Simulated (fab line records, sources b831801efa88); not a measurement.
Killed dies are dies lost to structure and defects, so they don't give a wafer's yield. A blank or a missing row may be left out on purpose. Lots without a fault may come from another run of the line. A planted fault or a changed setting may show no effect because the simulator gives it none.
Which tool did it? | flow gf180mcu | 11 lots, 33 wafers sampled, at 6 steps of a route of 602

WHAT THE GAUGES READ, wafer by wafer
GF_STI_THK_MEAS_30.
lot  | measured    | on            | STI_OXIDATION_02_THK (nm)
L857 | day 2 12:46 | film_metro-03 | 9.87 9.62 9.91
L859 | day 2 23:03 | film_metro-02 | 9.99 9.89 9.82
L860 | day 3 02:40 | film_metro-03 | 9.59 9.52 9.68
L863 | day 4 00:46 | film_metro-01 | 9.87 9.82 10.06
L864 | day 4 02:43 | film_metro-02 | 10.20 10.04 10.22
L866 | day 4 12:41 | film_metro-02 | 10.06 10.05 9.85
L868 | day 4 23:11 | film_metro-02 | 10.20 10.11 10.11
L869 | day 5 03:13 | film_metro-03 | 10.04 9.93 10.01
L876 | day 6 14:32 | film_metro-03 | 10.08 10.00 9.97
L877 | day 6 19:42 | film_metro-02 | 9.92 9.55 9.88
L878 | day 6 23:18 | film_metro-03 | 9.74 10.01 9.83

GF_LVPWELL_TW_MEAS_11.
lot  | measured    | on            | LVPWELL_TW
L857 | day 4 04:17 | film_metro-02 | 559 560 557
L859 | day 4 16:17 | film_metro-01 | 555 555 554
L860 | day 4 19:20 | film_metro-02 | 560 560 556
L863 | day 5 20:47 | film_metro-02 | 555 560 557
L864 | day 5 22:35 | film_metro-02 | 560 558 558
L866 | day 6 10:26 | film_metro-01 | 557 556 558
L868 | day 6 20:01 | film_metro-02 | 556 559 556
L869 | day 6 23:32 | film_metro-04 | 553 550 547
L876 | day 8 13:04 | film_metro-02 | 529 534 533
L877 | day 8 19:31 | film_metro-01 | 534 532 532
L878 | day 8 22:32 | film_metro-02 | 529 532 532

GF_VT_IMPLANT_RS_MEAS_48: measures by four-point-probe.
lot  | measured     | on            | LVPWELL_RS (ohm/sq)
L857 | day 7 22:59  | film_metro-04 | 1193 1194 1196
L859 | day 8 09:56  | film_metro-04 | 1198 1201 1204
L860 | day 8 14:59  | film_metro-02 | 1202 1198 1200
L863 | day 9 18:31  | film_metro-02 | 1200 1198 1198
L864 | day 9 22:35  | film_metro-02 | 1196 1193 1196
L866 | day 10 10:40 | film_metro-02 | 1202 1204 1198
L868 | day 10 22:50 | film_metro-02 | 1200 1196 1200
L869 | day 11 02:38 | film_metro-01 | 1196 1191 1195
L876 | day 12 23:56 | film_metro-04 | 1313 1312 1310
L877 | day 13 06:37 | film_metro-02 | 1317 1322 1317
L878 | day 13 12:19 | film_metro-01 | 1318 1314 1312

WHICH TOOL RAN EACH LOT (tool, then ch and the chambers of the sampled wafers, then the start)
lot  | GF_STI_STRIP_15                     | GF_NWELL_STRIP_10                   | GF_LVPWELL_IMPLANT_08
L857 | plasma_asher-03 ch 0,1, day 2 08:37 | plasma_asher-01 ch 0,1, day 3 14:46 | implanter-01 ch 0, day 4 03:53
L859 | plasma_asher-03 ch 0,1, day 2 18:36 | plasma_asher-02 ch 0,1, day 4 01:40 | implanter-03 ch 0, day 4 15:54
L860 | plasma_asher-02 ch 0,1, day 2 22:10 | plasma_asher-02 ch 0,1, day 4 04:46 | implanter-01 ch 0, day 4 18:56
L863 | plasma_asher-04 ch 0, day 3 14:07   | plasma_asher-03 ch 0, day 5 05:52   | implanter-03 ch 0, day 5 20:23
L864 | plasma_asher-04 ch 0,1, day 3 19:08 | plasma_asher-03 ch 0,1, day 5 07:20 | implanter-01 ch 0, day 5 22:14
L866 | plasma_asher-03 ch 0,1, day 4 07:32 | plasma_asher-01 ch 0,1, day 5 18:28 | implanter-03 ch 0, day 6 10:03
L868 | plasma_asher-04 ch 0,1, day 4 18:49 | plasma_asher-03 ch 0,1, day 6 05:28 | implanter-01 ch 0, day 6 19:38
L869 | plasma_asher-03 ch 0,1, day 4 21:23 | plasma_asher-03 ch 0,1, day 6 08:34 | implanter-01 ch 0, day 6 23:08
L876 | plasma_asher-04 ch 0,1, day 6 09:16 | plasma_asher-02 ch 0,1, day 7 21:13 | implanter-01 ch 0, day 8 12:41
L877 | plasma_asher-02 ch 0,1, day 6 14:01 | plasma_asher-02 ch 0,1, day 8 02:19 | implanter-01 ch 0, day 8 19:05
L878 | plasma_asher-02 ch 0,1, day 6 18:58 | plasma_asher-01 ch 0,1, day 8 06:13 | implanter-01 ch 0, day 8 22:08
- GF_STI_STRIP_15: strips in O2/N2.
- GF_NWELL_STRIP_10: strips in O2/N2.
- GF_LVPWELL_IMPLANT_08

WHAT THE TOOLS THEMSELVES READ (means of the sampled wafers that have a number; where no wafer has one, the mark that the record gives instead)
GF_STI_STRIP_15.
lot  | tool            | drypump_motor_current_A (A) | heater_power_w (W) | oes_product_au (a.u.) | strip_time_to_endpoint_s (s)
L857 | plasma_asher-03 | 5.8                         | 306                | 0.388                 | 3.73
L859 | plasma_asher-03 | 5.9                         | 299                | 0.385                 | 3.80
L860 | plasma_asher-02 | 5.8                         | 327                | 0.380                 | 3.73
L863 | plasma_asher-04 | 6.3                         | 351                | 0.389                 | 3.78
L864 | plasma_asher-04 | 6.1                         | 342                | 0.385                 | 3.77
L866 | plasma_asher-03 | 5.9                         | 298                | 0.390                 | 3.83
L868 | plasma_asher-04 | 6.2                         | 346                | 0.386                 | 3.73
L869 | plasma_asher-03 | 5.8                         | 304                | 0.383                 | 3.80
L876 | plasma_asher-04 | 6.2                         | 347                | 0.383                 | 3.77
L877 | plasma_asher-02 | 5.8                         | 329                | 0.385                 | 3.77
L878 | plasma_asher-02 | 6.2                         | 344                | 0.385                 | 3.76

GF_NWELL_STRIP_10.
lot  | tool            | drypump_motor_current_A (A) | heater_power_w (W) | oes_product_au (a.u.) | strip_time_to_endpoint_s (s)
L857 | plasma_asher-01 | 5.4                         | 340                | 0.721                 | 37.02
L859 | plasma_asher-02 | 6.2                         | 348                | 0.726                 | 36.93
L860 | plasma_asher-02 | 6.2                         | 344                | 0.723                 | 36.95
L863 | plasma_asher-03 | 5.7                         | 316                | 0.723                 | 37.04
L864 | plasma_asher-03 | 5.8                         | 302                | 0.724                 | 37.00
L866 | plasma_asher-01 | 5.2                         | 344                | 0.724                 | 37.07
L868 | plasma_asher-03 | 5.8                         | 306                | 0.726                 | 37.04
L869 | plasma_asher-03 | 5.9                         | 310                | 0.720                 | 37.10
L876 | plasma_asher-02 | 6.2                         | 341                | 0.721                 | 37.04
L877 | plasma_asher-02 | 5.8                         | 332                | 0.724                 | 36.99
L878 | plasma_asher-01 | 5.4                         | 343                | 0.723                 | 36.89

GF_LVPWELL_IMPLANT_08.
lot  | tool         | dose_ions_cm2 | end_station_pressure_torr (Torr) | faraday_current_uA
L857 | implanter-01 | 1.5e+13       | 4.87e-06                         | 84.1
L859 | implanter-03 | 1.5e+13       | 5.29e-06                         | 86.0
L860 | implanter-01 | 1.5e+13       | 5.29e-06                         | 84.3
L863 | implanter-03 | 1.5e+13       | 5.19e-06                         | 83.3
L864 | implanter-01 | 1.5e+13       | 5.22e-06                         | 84.9
L866 | implanter-03 | 1.5e+13       | 5.40e-06                         | 83.5
L868 | implanter-01 | 1.5e+13       | 5.00e-06                         | 83.5
L869 | implanter-01 | 1.5e+13       | 5.16e-06                         | 85.8
L876 | implanter-01 | 1.2e+13       | 4.90e-06                         | 70.6
L877 | implanter-01 | 1.2e+13       | 5.25e-06                         | 71.1
L878 | implanter-01 | 1.2e+13       | 4.86e-06                         | 70.4

THE ANSWER, worked out from the rows above alone
Rule: what is usual is taken from the lots themselves. Put in order of their means at a reading, lots are off if they are a third of the lots or fewer, leave a main group of 4 or more, and stand apart from it by a gap of 3 or more times the standard deviation of the main group's means; of several such gaps the widest counts. A main group whose means are all the same, to the digits that the tables above print for the reading, isn't used. A lot without any number at a reading at which 4 lots or more have one is off too. The other lots that the step has rows for count as sound. The gauges are gone through in route order, then the tools' own readings, and for those a lot's mean is taken as printed above. The first step at which some lot is off is used, and at that step the reading that is off furthest; a lot without a number counts as furthest.
Off: L876, L877, L878, at GF_LVPWELL_TW_MEAS_11 (LVPWELL_TW). The main group: mean 556, standard deviation 2.8.
A tool fits if, at a process step before that reading, it ran every lot that is off, and no sound lot after the first of them. The gauges at GF_LVPWELL_TW_MEAS_11 aren't tried: what is off there is off at GF_LVPWELL_IMPLANT_08 too, on other tools, and a gauge's error can't cause that. One fits: implanter-01 at GF_LVPWELL_IMPLANT_08. Its last sound lot is L869 (day 6 23:08), its first lot that is off L876 (day 8 12:41): a fault that began between those two fits.
The tool's own readings at GF_LVPWELL_IMPLANT_08 bear it out: on the lots that are off they differ by more than 5 times the standard deviation of the sound lots' means. dose_ions_cm2 reads 1.2e+13 there against 1.5e+13 on the sound lots; faraday_current_uA reads 70.7 there against 84.4 on the sound lots.

WHAT THE SIMULATOR HAD PUT IN
Process parameter drift: implanter-01, from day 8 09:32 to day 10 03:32, at GF_LVPWELL_IMPLANT_08. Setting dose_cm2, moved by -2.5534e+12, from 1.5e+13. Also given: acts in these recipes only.
Lots struck among those shown: L876, L877, L878. The rule above found the same.
